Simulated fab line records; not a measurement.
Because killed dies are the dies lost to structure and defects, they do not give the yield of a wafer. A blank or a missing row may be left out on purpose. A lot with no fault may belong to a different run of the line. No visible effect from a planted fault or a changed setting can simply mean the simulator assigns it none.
Chamber matching	flow sky130	cmp-02 running SKY_LI_CONTACT_CMP_02: 4 sister chambers
The step polishes PSG. 24 wafers are shown with their chamber, then 12 later ones without.

## WAFERS, EACH WITH ITS CHAMBER
wafer	chamber	motor-current-A (A)	slurry-flow-ml-min	time-to-endpoint-s (s)
L075.1	1	15.1	149.8	36.2
L075.4	2	11.7	150.9	34.9
L075.5	1	14.8	150.2	35.9
L076.1	0	11.9	150.1	37.1
L076.4	1	14.6	149.3	37.1
L076.6	3	11.4	149.5	35.7
L078.3	2	11.2	150.2	37.6
L078.4	3	11.9	149.8	35.5
L078.5	2	11.7	149.8	35.8
L081.1	3	11.6	149.8	36.0
L081.2	0	11.9	150.0	32.2
L081.5	1	15.0	150.2	31.2
L082.4	2	11.5	150.1	34.4
L082.5	3	11.4	150.8	33.3
L082.6	0	11.0	150.3	33.4
L084.1	2	11.6	149.6	29.3
L084.2	1	15.4	149.1	29.1
L084.6	1	14.8	149.4	29.6
L087.3	3	11.5	149.7	34.2
L087.5	3	11.2	150.2	31.5
L087.6	0	12.4	150.5	30.0
L090.1	3	11.1	150.1	32.3
L090.2	2	11.2	149.9	35.2
L090.6	0	11.9	149.9	33.1

SIGNATURES, as means of the wafers listed above
reading	chamber 0	chamber 1	chamber 2	chamber 3	scatter within a chamber
motor-current-A	11.820	14.950	11.483	11.443	0.325
slurry-flow-ml-min	150.160	149.667	150.083	149.986	0.417
time-to-endpoint-s	33.160	33.183	34.533	34.071	2.73
Rule: distance of a wafer from a chamber = root of the sum over the readings of ((wafer's reading minus chamber's mean) / reading's scatter) squared. The wafer belongs to the nearest chamber; if the next one is less than 2 further off, it can't be placed. The scatter is the square root of a quotient: the sum, over the shown wafers, of each reading's squared deviation from its chamber's mean, divided by wafers minus chambers.

## WAFERS WITH NO CHAMBER GIVEN
wafer	motor-current-A (A)	slurry-flow-ml-min	time-to-endpoint-s (s)
L092.2	11.7	150.3	33.8
L092.4	11.7	149.7	32.1
L092.6	11.8	150.5	32.8
L094.2	12.6	150.6	35.4
L094.3	14.7	149.9	35.1
L094.5	15.4	149.6	30.7
L096.1	11.8	149.8	31.3
L096.3	15.6	150.6	32.5
L096.4	11.1	150.7	32.3
L097.1	15.0	150.0	29.0
L097.2	11.5	151.2	32.9
L097.4	11.2	150.0	32.2

## WHICH CHAMBER EACH ONE RAN IN
wafer	from the rows above	in truth
L092.2	can't be placed: 0 or 2 or 3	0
L092.4	can't be placed: 0 or 3 or 2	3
L092.6	can't be placed: 0 or 2 or 3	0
L094.2	can't be placed: 0 or 2 or 3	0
L094.3	1	1
L094.5	1	1
L096.1	can't be placed: 0 or 3 or 2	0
L096.3	1	1
L096.4	can't be placed: 2 or 3 or 0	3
L097.1	1	1
L097.2	can't be placed: 0 or 2 or 3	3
L097.4	can't be placed: 3 or 2 or 0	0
Correct placement for 4 of the 12. Not placeable from these rows: 8 (in 8, the candidates include the true chamber). 0 placed wrongly.
